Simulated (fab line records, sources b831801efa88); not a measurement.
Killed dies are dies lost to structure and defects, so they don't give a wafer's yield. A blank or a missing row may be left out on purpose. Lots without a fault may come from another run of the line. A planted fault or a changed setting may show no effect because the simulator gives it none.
fab line records | flow sky130
record lots=14 wafers=42 last_day=50
route steps=708 shown LOCAL_INTERCONNECT@400 CONTACT@418
lots that met no fault: from a run of the same line without faults
start_h: hours from the record's first day to the start of the lot's first wafer shown | wait_h: hours since the lot's step before | " the same as in the row above | L1.1+2: a row that stands for several wafers | - no value, or no start given | * or withheld: withheld | < > ~ a bound
route shown NAME@n: a module of which the file shows steps, and the number in the route of the first | usual: mean/standard deviation of fault-free wafers | same: alike in all rows | chamber/n: place in a boat | sites: the reading at each site | _std_site: their standard deviation | _edge_site: outer sites' mean less inner sites' | radius_mm: how far each site lies from the wafer's centre | mask NAME#n: copy n | behind: the tool/chamber that last shaped the wafer | hold: why the lot was held/for how many hours/how that ended | device: the transistor (n, p or np) that didn't switch | end of line: the same wafers' tests at the end of the route | a step without rows: its recipe alone | killed: dies lost to structure and defects at the first sort, not the wafer's yield | map: a wafer's dies, x killed, . not, _ none there
set.NAME: the setting as run; set.NAME@STEP: as run at that earlier step | model.NAME: the simulator's own value behind a step, which no gauge read
steps of the route over a sample of lots; a table a step, a row a wafer
services: from which hour (start_h, from the record's first day; less than 0 if before it) a tool's chamber was out of use, for how many hours, and why
## steps
# step SKY_LOCAL_INTERCONNECT_ETCH_13
# recipe chemistry=N2/H2 target=BARC ion_energy_ev=200 bias_w=100 pressure_mtorr=30 n2_flow_sccm=100 h2_flow_sccm=200 icp_w=500 stop_on=SiO2 time_s=45.9 target_depth_a=600
# usual drypump_motor_current_A=5.9/0.45 oes_product_au=0.855/0.0046 rf_fwd_power_W=494.4/2.1 throttle_valve_pct=13.225/0.0094
# same time_s=45.9
# columns lot.wafer tool chamber start_h wait_h drypump_motor_current_A oes_product_au rf_fwd_power_W rf_hours_counter_h throttle_valve_pct
L411.1 rie_metal-01 0 693.87 0.0 6.1 0.859 496.1 5 13.230
L411.4 " 0 " " 6.1 0.853 495.9 - 13.230
L411.5 " 1 " " 5.5 0.853 493.5 - 13.233
L412.4 rie_metal-02 0 695.74 0.0 6.5 0.847 497.5 - 13.241
L412.5 " 0 " " 6.5 0.855 496.0 - 13.225
L412.6 " 1 " " 5.8 0.854 491.1 - 13.209
L413.2 rie_metal-03 1 710.22 0.0 6.2 0.858 494.6 5 13.228
L413.4 " 0 " " 5.1 0.854 491.9 - 13.211
L413.6 " 1 " " 6.2 0.855 493.4 - 13.230
L414.2 rie_metal-01 0 716.92 0.0 6.1 0.854 496.3 5 13.229
L414.3 " 0 " " 6.1 0.853 494.5 - 13.228
L414.4 " 1 " " 5.5 0.859 491.8 - 13.210
L415.1 rie_metal-01 0 724.07 0.0 6.1 0.863 495.7 5 13.229
L415.2 " 1 " " 5.5 0.864 494.1 6 13.238
L415.6 " 0 " " 6.2 0.854 494.5 - 13.228
L417.1 rie_metal-03 0 750.72 0.0 5.1 0.862 493.7 17 13.224
L417.3 " 1 " " 6.2 0.851 493.4 - 13.237
L417.4 " 0 " " 5.1 0.855 494.3 - 13.231
L420.1 rie_metal-02 1 768.62 0.0 5.8 0.855 493.4 8 13.226
L420.3 " 1 " " 5.8 0.855 494.0 - 13.209
L420.6 " 1 " " 5.8 0.859 493.6 - 13.225
L421.1 rie_metal-03 1 783.99 0.0 6.2 0.851 494.9 8 13.227
L421.3 " 1 " " 6.2 0.857 495.7 - 13.235
L421.6 " 1 " " 6.2 0.860 493.9 - 13.237
L426.1 rie_metal-01 1 817.67 0.0 5.5 0.853 494.2 10 13.230
L426.3 " 1 " " 5.4 0.854 492.0 - 13.230
L426.6 " 1 " " 5.5 0.862 493.2 - 13.219
L427.1 rie_metal-03 0 824.72 0.0 5.1 0.859 494.1 1 13.223
L427.2 " 1 " " 6.2 0.857 494.9 9 13.219
L427.5 " 1 " " 6.2 0.851 492.3 - 13.212
L428.1 rie_metal-02 0 830.32 0.0 6.5 0.844 495.9 9 13.215
L428.3 " 1 " " 5.8 0.857 493.3 - 13.213
L428.6 " 1 " " 5.8 0.854 493.5 - 13.226
L430.2 rie_metal-02 1 887.82 0.0 5.8 0.856 495.1 12 13.224
L430.4 " 1 " " 5.8 0.857 494.1 - 13.228
L430.6 " 0 " " 6.5 0.858 497.3 - 13.221
L433.1 rie_metal-01 0 893.27 0.0 6.1 0.860 496.9 12 13.249
L433.2 " 1 " " 5.5 0.852 493.6 14 13.240
L433.5 " 0 " " 6.2 0.860 496.6 - 13.239
L432.1 rie_metal-01 0 895.44 0.0 6.1 0.842 494.1 13 13.227
L432.3 " 1 " " 5.5 0.852 492.1 - 13.225
L432.5 " 0 " " 6.1 0.854 495.1 - 13.218
# step SKY_CONTACT_PEB_12
# recipe peb_temp_c=withheld peb_time_s=withheld resist=KrF-thick
# usual chill_plate_temp_C=* exhaust_pa=45.3/0.87
# columns lot.wafer tool chamber start_h wait_h chill_plate_temp_C exhaust_pa
L411.1 litho_track-02 0 721 - * 45.9
L411.4 " 0 " " * 45.8
L411.5 " 0 " " * 45.9
L412.4 litho_track-02 0 724 - * 44.6
L412.5 " 0 " " * 44.7
L412.6 " 0 " " * 44.7
L413.2 litho_track-04 0 737 - * 47.1
L413.4 " 0 738 - * 45.7
L413.6 " 0 " " * 46.1
L414.2 litho_track-04 0 745 - * 46.5
L414.3 " 0 " " * 46.6
L414.4 " 0 " " * 46.5
L415.1 litho_track-04 0 752 - * 45.5
L415.2 " 0 " " * 45.2
L415.6 " 0 " " * 45.5
L417.1 litho_track-02 0 778 - * 44.6
L417.3 " 0 " " * 45.0
L417.4 " 0 779 - * 45.7
L420.1 litho_track-03 - 796 - - -
L420.3 " - " " - -
L420.6 " - " " - -
L421.1 litho_track-04 - 811 - - -
L421.3 " - " " - -
L421.6 " - " " - -
L426.1 litho_track-03 0 845 - * 44.5
L426.3 " 0 " " * 45.2
L426.6 " 0 " " * 45.5
L427.1 litho_track-03 0 852 - * 44.2
L427.2 " 0 " " * 46.1
L427.5 " 0 " " * 44.5
L428.1 litho_track-02 0 858 - * 45.5
L428.3 " 0 " " * 46.5
L428.6 " 0 " " * 46.4
L430.2 litho_track-04 0 914 - * 45.4
L430.4 " 0 915 - * 44.6
L430.6 " 0 " " * 45.2
L433.1 litho_track-03 0 918 - * 44.9
L433.2 " 0 " " * 45.5
L433.5 " 0 " " * 43.7
L432.1 litho_track-04 0 921 - * 45.5
L432.3 " 0 " " * 44.6
L432.5 " 0 " " * 44.6
# step SKY_CONTACT_ETCH_17
# recipe target=SiO2 chemistry=C4F8/O2/Ar stop_on=Si3N4 mask_material=KrF-thick source_w=1500 bias_w=1200 pressure_mtorr=40 c4f8_flow_sccm=withheld O2_flow_sccm=6 Ar_flow_sccm=300 time_s=withheld target_depth_a=3400
# usual oes_product_au=0.892/0.0051 rf_fwd_power_W=1488/5.8
# columns lot.wafer tool chamber start_h wait_h oes_product_au rf_fwd_power_W
L411.1 rie_diel-03 0 722.37 0.0 0.888 1477
L411.4 " 2 " " 0.892 1497
L411.5 " 0 " " 0.893 1476
L412.4 rie_diel-01 3 725.17 0.0 0.890 1490
L412.5 " 2 " " 0.890 1494
L412.6 " 1 " " 0.892 1493
L413.2 rie_diel-03 0 738.51 0.0 0.895 1486
L413.4 " 3 " " 0.888 1480
L413.6 " 1 " " 0.898 1481
L414.2 rie_diel-02 2 745.81 0.0 0.885 1488
L414.3 " 1 " " 0.899 1490
L414.4 " 3 " " 0.895 1496
L415.1 rie_diel-02 0 752.71 0.0 0.900 1497
L415.2 " 2 " " 0.902 1488
L415.6 " 1 " " 0.891 1489
L417.1 rie_diel-02 2 779.48 0.0 0.886 1490
L417.3 " 1 " " 0.897 1481
L417.4 " 2 " " 0.889 1491
L420.1 rie_diel-02 0 796.96 0.0 0.903 1493
L420.3 " 3 " " 0.898 1497
L420.6 " 1 " " 0.887 1485
L421.1 rie_diel-01 1 812.01 0.0 0.896 1480
L421.3 " 3 " " 0.886 1481
L421.6 " 3 " " 0.885 1491
L426.1 rie_diel-01 3 845.71 0.0 0.885 1486
L426.3 " 0 " " 0.885 1498
L426.6 " 3 " " 0.890 1488
L427.1 rie_diel-02 1 852.91 0.0 0.892 1486
L427.2 " 2 " " 0.893 1497
L427.5 " 1 " " 0.877 1484
L428.1 rie_diel-01 1 858.78 0.0 0.889 1486
L428.3 " 3 " " 0.891 1490
L428.6 " 2 " " 0.888 1488
L430.2 rie_diel-01 1 915.46 0.0 0.892 1486
L430.4 " 0 " " 0.893 1484
L430.6 " 1 " " 0.880 1486
L433.1 rie_diel-02 1 919.36 0.0 0.893 1490
L433.2 " 0 " " 0.891 1487
L433.5 " 3 " " 0.893 1497
L432.1 rie_diel-02 0 921.66 0.0 0.887 1493
L432.3 " 3 " " 0.895 1494
L432.5 " 3 " " 0.883 1492
# step SKY_CONTACT_ETCH_18
# recipe target=Si3N4 chemistry=CHF3/O2 stop_on=TiN source_w=600 bias_w=200 pressure_mtorr=40 chf3_flow_sccm=50 O2_flow_sccm=5 time_s=39 target_depth_a=750
# usual drypump_motor_current_A=5.6/0.38 oes_product_au=0.855/0.0081 rf_fwd_power_W=593.4/2.6 throttle_valve_pct=8.794/0.01
# same time_s=39
# columns lot.wafer tool chamber start_h wait_h drypump_motor_current_A oes_product_au rf_fwd_power_W rf_hours_counter_h throttle_valve_pct
L411.1 rie_diel-03 0 - - 6.0 0.863 589.8 5 8.802
L411.4 " 2 " " 5.4 0.851 597.4 13 8.785
L411.5 " 0 " " 6.0 0.869 592.3 - 8.805
L412.4 rie_diel-01 3 - - 5.7 0.868 594.8 3 8.792
L412.5 " 2 " " 6.2 0.846 592.4 - 8.803
L412.6 " 1 " " 6.0 0.858 591.7 - 8.773
L413.2 rie_diel-03 0 - - 6.0 0.851 594.5 5 8.786
L413.4 " 3 " " 4.9 0.853 589.8 14 8.800
L413.6 " 1 " " 5.8 0.850 594.5 - 8.809
L414.2 rie_diel-02 2 - - 5.3 0.849 595.9 13 8.797
L414.3 " 1 " " 5.4 0.845 592.9 1 8.784
L414.4 " 3 " " 5.9 0.864 594.8 41 8.798
L415.1 rie_diel-02 0 - - 5.4 0.856 591.6 19 8.792
L415.2 " 2 " " 5.3 0.856 592.5 13 8.774
L415.6 " 1 " " 5.5 0.864 592.6 - 8.812
L417.1 rie_diel-02 2 - - 5.3 0.847 594.6 14 8.793
L417.3 " 1 " " 5.5 0.859 590.3 3 8.795
L417.4 " 2 " " 5.3 0.862 594.1 - 8.802
L420.1 rie_diel-02 0 - - 5.4 0.841 590.4 21 8.782
L420.3 " 3 " " 5.9 0.848 594.2 0 8.791
L420.6 " 1 " " 5.5 0.853 588.8 - 8.803
L421.1 rie_diel-01 1 - - 6.0 0.842 590.5 1 8.799
L421.3 " 3 " " 5.7 0.867 597.1 6 8.789
L421.6 " 3 " " 5.7 0.854 597.1 - 8.806
L426.1 rie_diel-01 3 - - 5.7 0.837 595.5 6 8.808
L426.3 " 0 " " 4.9 0.855 592.9 2 8.801
L426.6 " 3 " " 5.7 0.859 593.8 - 8.795
L427.1 rie_diel-02 1 - - 5.5 0.841 589.8 5 8.798
L427.2 " 2 " " 5.3 0.855 593.9 16 8.783
L427.5 " 1 " " 5.5 0.859 586.9 - 8.787
L428.1 rie_diel-01 1 - - 6.0 0.843 591.2 2 8.794
L428.3 " 3 " " 5.7 0.857 596.1 7 8.797
L428.6 " 2 " " 6.2 0.857 596.5 - 8.801
L430.2 rie_diel-01 1 - - 6.0 0.843 592.1 4 8.792
L430.4 " 0 " " 4.9 0.862 593.6 5 8.792
L430.6 " 1 " " 6.0 0.858 592.0 - 8.808
L433.1 rie_diel-02 1 - - 5.5 0.853 593.4 7 8.781
L433.2 " 0 " " 5.4 0.860 596.6 24 8.797
L433.5 " 3 " " 5.9 0.864 597.9 - 8.802
L432.1 rie_diel-02 0 - - 5.4 0.840 595.1 24 8.786
L432.3 " 3 " " 5.9 0.851 594.6 3 8.786
L432.5 " 3 " " 5.9 0.851 594.3 - 8.783
## services
# columns tool chamber start_h hours kind
rie_diel-02 1 684.84 - clean
rie_diel-02 1 684.84 16.2 scheduled_down
rie_diel-02 1 684.84 16.2 vent_cycle
rie_diel-03 - 706.58 0.8 repair
rie_diel-03 - 708.40 2.8 pm
rie_metal-03 - 716.83 28.1 pm
rie_diel-02 3 730.41 7.5 repair
rie_metal-03 0 757.04 10.9 repair
rie_diel-01 - 763.25 1.8 repair
rie_diel-01 - 765.90 0.9 repair
rie_metal-03 - 768.05 2.8 pm
rie_diel-02 3 773.60 - clean
rie_diel-02 3 773.60 22.8 scheduled_down
rie_diel-03 1 789.97 7.9 repair
rie_diel-03 0 814.49 3.9 repair
rie_metal-01 0 816.00 6.2 repair
rie_diel-01 0 831.11 1.8 repair
rie_metal-02 1 834.38 17.2 repair
rie_diel-03 0 836.57 2.6 repair
rie_diel-01 3 870.69 12.8 repair
rie_diel-03 1 885.18 3.6 repair
rie_diel-01 3 891.60 17.1 repair
rie_diel-03 1 894.59 16.8 repair
rie_diel-02 3 913.51 4.2 repair
## key
first_sign step=SKY_CONTACT_PEB_12 reading=tool_record direction=missing
effect none on later readings
met_at SKY_CONTACT_PEB_12
struck_lots L420,L421
later_rows_left_out L420.1,L420.3,L420.6,L421.1,L421.3,L421.6
sort_left_out L420.1,L420.3,L420.6,L421.1,L421.3,L421.6
tester_left_out L420,L421
not_acting_at SKY_LOCAL_INTERCONNECT_ETCH_13,SKY_CONTACT_ETCH_17,SKY_CONTACT_ETCH_18
onset_between 752 796
fault kind=skipped_step_whole tool=litho_track-03,litho_track-04 chamber=- onset_h=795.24 steps=SKY_CONTACT_PEB_12 scope=struck_lots_only
# tester_left_out: of these lots the tester's yield and bins aren't shown, on N5 and GAA mostly nor the transistor test; their killed dies are dies lost to structure and defects alone, not to doping, threshold or leakage, so they don't give the yield
# sort_left_out: the simulated sort isn't trusted on such a fault, so these wafers' sort isn't shown, and their yield isn't known
# later_rows_left_out: the simulator's readings of these wafers behind a module that went badly wrong aren't trusted and aren't shown, but for the sort
